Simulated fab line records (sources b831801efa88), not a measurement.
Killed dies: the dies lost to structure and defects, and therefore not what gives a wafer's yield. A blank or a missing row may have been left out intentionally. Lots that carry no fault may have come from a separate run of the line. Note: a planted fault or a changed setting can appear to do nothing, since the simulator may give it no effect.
The same fault as seen by 2 desks    flow sky130    each desk holds nothing but its own numbers, with what lay behind them at the end

THE TOOL OWNER'S DESK: pecvd-04
The tool's own readings at SKY_PASSIVATION_CVD_02 (deposits Si3N4, target thk 540 nm): means of the sampled wafers that have a number, for each lot that ran on this tool. Marked OUT: a lot whose mean sits more than 4 standard deviations from the usual mean, which makes it out of limits; the brackets give that distance.
Columns: A = heater_power_outer_w at SKY_PASSIVATION_CVD_02, usual 451 W; B = heater_power_w at SKY_PASSIVATION_CVD_02, usual 764 W; C = rf_fwd_power_W at SKY_PASSIVATION_CVD_02, usual 449.2 W
lot   first seen here  A    B    C
L586  day 44 03:43     485  822  449.3
L589  day 44 20:36     450  791  449.2
L592  day 45 08:20     521  855  448.6
L599  day 47 15:28     479  828  473.1 (+18) OUT
This desk's finding: out of limits on L599; first on L599, day 47 15:28 (rf_fwd_power_W at SKY_PASSIVATION_CVD_02). In limits: L586, L589, L592.

FROM THE METROLOGY DESK
Means of the sampled wafers that have a number, per lot and without regard to the tool the lot ran on: this is what the gauges read. Marked OUT: a lot whose mean sits more than 4 standard deviations from the usual mean, which makes it out of limits; the brackets give that distance.
Columns: A = cd_nm at SKY_METAL4_CD_MEAS_13, usual 299.8 nm; B = PASSIVATION_CVD_02_THK at SKY_PASSIVATION_THK_MEAS_03, usual 539 nm
lot   first seen here  A      B
L586  day 42 01:41     298.0  539
L589  day 42 19:21     298.2  527
L590  day 43 00:25     301.2  543
L591  day 43 05:19     301.2  542
L592  day 43 08:19     299.3  537
L593  day 43 22:24     299.7  539
L595  day 44 03:55     298.8  538
L599  day 45 19:28     299.6  543
L604  day 46 18:12     299.2  535
L603  day 46 20:28     300.6  541
L607  day 48 00:34     300.1  546
This desk found nothing out of limits on any of the 11 lots.

PUT TOGETHER
The tool owner's desk had the chance to raise an alarm at day 47 15:28 on L599.
At the metrology desk, nothing out of limits was observed.
The metrology desk has L599 on record, within its limits.
SKY_PASSIVATION_CVD_02 was run on pecvd-04 by each of the lots named.

WHAT HAD BEEN PUT IN BY THE SIMULATOR
pecvd-04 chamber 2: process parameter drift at SKY_PASSIVATION_CVD_02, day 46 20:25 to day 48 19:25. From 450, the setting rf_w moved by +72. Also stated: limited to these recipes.
Lots struck among those shown: L599.
Delay in hours, fault start to first out-of-limits reading, by desk: the tool owner's desk at 19.
